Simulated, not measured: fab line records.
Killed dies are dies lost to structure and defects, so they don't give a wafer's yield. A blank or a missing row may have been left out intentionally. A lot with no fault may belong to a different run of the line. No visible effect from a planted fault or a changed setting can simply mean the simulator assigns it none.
Which of the tools did it? || flow gf180mcu || 33 wafers from 11 lots sampled at 2 of the route's 602 steps

WHAT THE GAUGES READ, wafer by wafer
GF_V5_THK_MEAS_01.
{"lot": "L877", "measured": "day 26 07:26", "on": "filmMetro-02", "V5_CVD_00_THK (nm)": "305 305 303"}
{"lot": "L879", "measured": "day 26 20:32", "on": "filmMetro-04", "V5_CVD_00_THK (nm)": "302 299 302"}
{"lot": "L880", "measured": "day 27 00:50", "on": "filmMetro-04", "V5_CVD_00_THK (nm)": "302 299 299"}
{"lot": "L882", "measured": "day 27 10:25", "on": "filmMetro-04", "V5_CVD_00_THK (nm)": "305 303 305"}
{"lot": "L883", "measured": "day 28 00:34", "on": "filmMetro-04", "V5_CVD_00_THK (nm)": "297 305 298"}
{"lot": "L884", "measured": "day 28 20:58", "on": "filmMetro-03", "V5_CVD_00_THK (nm)": "303 304 305"}
{"lot": "L889", "measured": "day 30 04:06", "on": "filmMetro-02", "V5_CVD_00_THK (nm)": "302 300 302"}
{"lot": "L891", "measured": "day 30 17:20", "on": "filmMetro-04", "V5_CVD_00_THK (nm)": "305 310 310"}
{"lot": "L897", "measured": "day 32 09:06", "on": "filmMetro-02", "V5_CVD_00_THK (nm)": "299 299 298"}
{"lot": "L899", "measured": "day 32 16:16", "on": "filmMetro-02", "V5_CVD_00_THK (nm)": "296 297 303"}
{"lot": "L898", "measured": "day 32 16:22", "on": "filmMetro-02", "V5_CVD_00_THK (nm)": "301 296 293"}

WHICH TOOL RAN EACH LOT (tool, then ch and the chambers of the sampled wafers, then the start)
{"lot": "L877", "GF_MIM_SPUTTER_03": "pvdSputter-02, day 24 11:43"}
{"lot": "L879", "GF_MIM_SPUTTER_03": "pvdSputter-04, day 25 00:02"}
{"lot": "L880", "GF_MIM_SPUTTER_03": "pvdSputter-04, day 25 05:08"}
{"lot": "L882", "GF_MIM_SPUTTER_03": "pvdSputter-04, day 25 15:30"}
{"lot": "L883", "GF_MIM_SPUTTER_03": "pvdSputter-01, day 26 05:24"}
{"lot": "L884", "GF_MIM_SPUTTER_03": "pvdSputter-01, day 27 02:47"}
{"lot": "L889", "GF_MIM_SPUTTER_03": "pvdSputter-01, day 28 12:07"}
{"lot": "L891", "GF_MIM_SPUTTER_03": "pvdSputter-01, day 29 03:24"}
{"lot": "L897", "GF_MIM_SPUTTER_03": "pvdSputter-02, day 30 21:16"}
{"lot": "L899", "GF_MIM_SPUTTER_03": "pvdSputter-04, day 31 03:46"}
{"lot": "L898", "GF_MIM_SPUTTER_03": "pvdSputter-04, day 31 04:45"}
- GF_MIM_SPUTTER_03: material Ti, target thk 10 nm, time 6.7 s.

THE ANSWER, worked out from the rows above alone
Rule: usual is defined by the lots themselves. Put in order of their means at a reading, lots are off if they are a third of the lots or fewer, leave a main group of 4 or more, and stand apart from it by a gap of 3 or more times the standard deviation of the main group's means; of several such gaps the widest counts. If all means in a main group match to the digits the tables above print for the reading, that group is not used. A lot without any number at a reading at which 4 lots or more have one is off too. The other lots that the step has rows for count as sound.
Across all readings shown, no lot is off: no conclusion can be drawn from this.

WHAT THE SIMULATOR HAD PUT IN
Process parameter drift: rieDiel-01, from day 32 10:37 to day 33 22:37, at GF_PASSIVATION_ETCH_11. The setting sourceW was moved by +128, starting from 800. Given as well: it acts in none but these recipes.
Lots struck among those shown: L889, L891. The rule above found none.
